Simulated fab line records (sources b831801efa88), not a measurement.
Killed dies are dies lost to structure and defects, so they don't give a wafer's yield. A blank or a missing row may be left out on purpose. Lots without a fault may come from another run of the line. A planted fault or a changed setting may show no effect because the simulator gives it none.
Which tool is to blame? :: flow sky130 :: 11 lots, 33 wafers sampled, at 2 steps of a route of 708

== WHAT THE GAUGES SHOWED, per wafer ==
SKY_METAL1_RS_MEAS_05: a four-point-probe measurement. Usual: METAL1_ALCU_RS gives 0.1271 ohm/sq (standard deviation 0.0011).
lot: L507
measured: day 31 18:46
on: filmMetro-04
METAL1_ALCU_RS (ohm/sq): 0.1265 0.1282 0.1276
flag: 

lot: L508
measured: day 32 04:22
on: filmMetro-01
METAL1_ALCU_RS (ohm/sq): 0.1264 0.1242 0.1262
flag: 

lot: L509
measured: day 32 23:15
on: filmMetro-04
METAL1_ALCU_RS (ohm/sq): 0.1283 0.1277 0.1288
flag: 

lot: L512
measured: day 33 12:38
on: filmMetro-02
METAL1_ALCU_RS (ohm/sq): 0.1281 0.1272 0.1277
flag: 

lot: L514
measured: day 34 12:20
on: filmMetro-04
METAL1_ALCU_RS (ohm/sq): 0.1261 0.1264 0.1269
flag: 

lot: L516
measured: day 34 22:14
on: filmMetro-01
METAL1_ALCU_RS (ohm/sq): 0.1273 0.1278 0.1292
flag: 

lot: L517
measured: day 35 02:46
on: filmMetro-02
METAL1_ALCU_RS (ohm/sq): 0.1274 0.1284 0.1281
flag: 

lot: L518
measured: day 35 06:33
on: filmMetro-04
METAL1_ALCU_RS (ohm/sq): 0.1274 0.1266 0.1267
flag: 

lot: L526
measured: day 38 00:13
on: filmMetro-02
METAL1_ALCU_RS (ohm/sq): 0.1285 0.1277 0.1269
flag: 

lot: L528
measured: day 38 07:12
on: filmMetro-04
METAL1_ALCU_RS (ohm/sq): 0.1284 0.1286 0.1271
flag: 

lot: L529
measured: day 38 17:30
on: filmMetro-02
METAL1_ALCU_RS (ohm/sq): 0.1290 0.1269 0.1272
flag: 

== TOOL THAT RAN EACH LOT (tool first, then ch and the chambers of the sampled wafers, then the start) ==
lot: L507
SKY_METAL1_SPUTTER_01: pvdSputter-02, day 31 18:38

lot: L508
SKY_METAL1_SPUTTER_01: pvdSputter-04, day 32 04:11

lot: L509
SKY_METAL1_SPUTTER_01: pvdSputter-03, day 32 23:02

lot: L512
SKY_METAL1_SPUTTER_01: pvdSputter-03, day 33 12:29

lot: L514
SKY_METAL1_SPUTTER_01: pvdSputter-03, day 34 12:13

lot: L516
SKY_METAL1_SPUTTER_01: pvdSputter-04, day 34 22:07

lot: L517
SKY_METAL1_SPUTTER_01: pvdSputter-02, day 35 02:37

lot: L518
SKY_METAL1_SPUTTER_01: pvdSputter-03, day 35 06:26

lot: L526
SKY_METAL1_SPUTTER_01: pvdSputter-03, day 38 00:06

lot: L528
SKY_METAL1_SPUTTER_01: pvdSputter-04, day 38 07:05

lot: L529
SKY_METAL1_SPUTTER_01: pvdSputter-02, day 38 17:23
- SKY_METAL1_SPUTTER_01: material TiN, target thk 20 nm, time 16.7 s.

== AS READ BY THE TOOLS THEMSELVES (means over the sampled wafers that have a number; for cases with no such wafer, the mark the record gives instead) ==
SKY_METAL1_SPUTTER_01. Usual: throttleValvePct 30.6 %, standard deviation 0.71.
lot: L507
tool: pvdSputter-02
throttleValvePct (%): 29.9
flag: 

lot: L508
tool: pvdSputter-04
throttleValvePct (%): 31.6
flag: 

lot: L509
tool: pvdSputter-03
throttleValvePct (%): 30.6
flag: 

lot: L512
tool: pvdSputter-03
throttleValvePct (%): 30.7
flag: 

lot: L514
tool: pvdSputter-03
throttleValvePct (%): 30.9
flag: 

lot: L516
tool: pvdSputter-04
throttleValvePct (%): 30.6
flag: 

lot: L517
tool: pvdSputter-02
throttleValvePct (%): 29.6
flag: 

lot: L518
tool: pvdSputter-03
throttleValvePct (%): 30.9
flag: 

lot: L526
tool: pvdSputter-03
throttleValvePct (%): 30.6
flag: 

lot: L528
tool: pvdSputter-04
throttleValvePct (%): 31.0
flag: 

lot: L529
tool: pvdSputter-02
throttleValvePct (%): 30.8
flag: 

== THE ANSWER, worked out from the rows above alone ==
Rule: a lot counts as off when the mean over its wafers that have a number is more than 3 standard deviations away from the usual mean. A lot without any number at a reading at which 4 lots or more have one is off too. Any other lot the step has rows for is counted as sound. The gauges are gone through in route order, then the tools' own readings, and for those a lot's mean is taken as printed above. At the first step where some lot is off, the reading lying furthest off is the one used; lots without a number count as furthest.
None of the lots is off at any reading shown; this tells nothing.

== WHAT HAD BEEN PUT IN BY THE SIMULATOR ==
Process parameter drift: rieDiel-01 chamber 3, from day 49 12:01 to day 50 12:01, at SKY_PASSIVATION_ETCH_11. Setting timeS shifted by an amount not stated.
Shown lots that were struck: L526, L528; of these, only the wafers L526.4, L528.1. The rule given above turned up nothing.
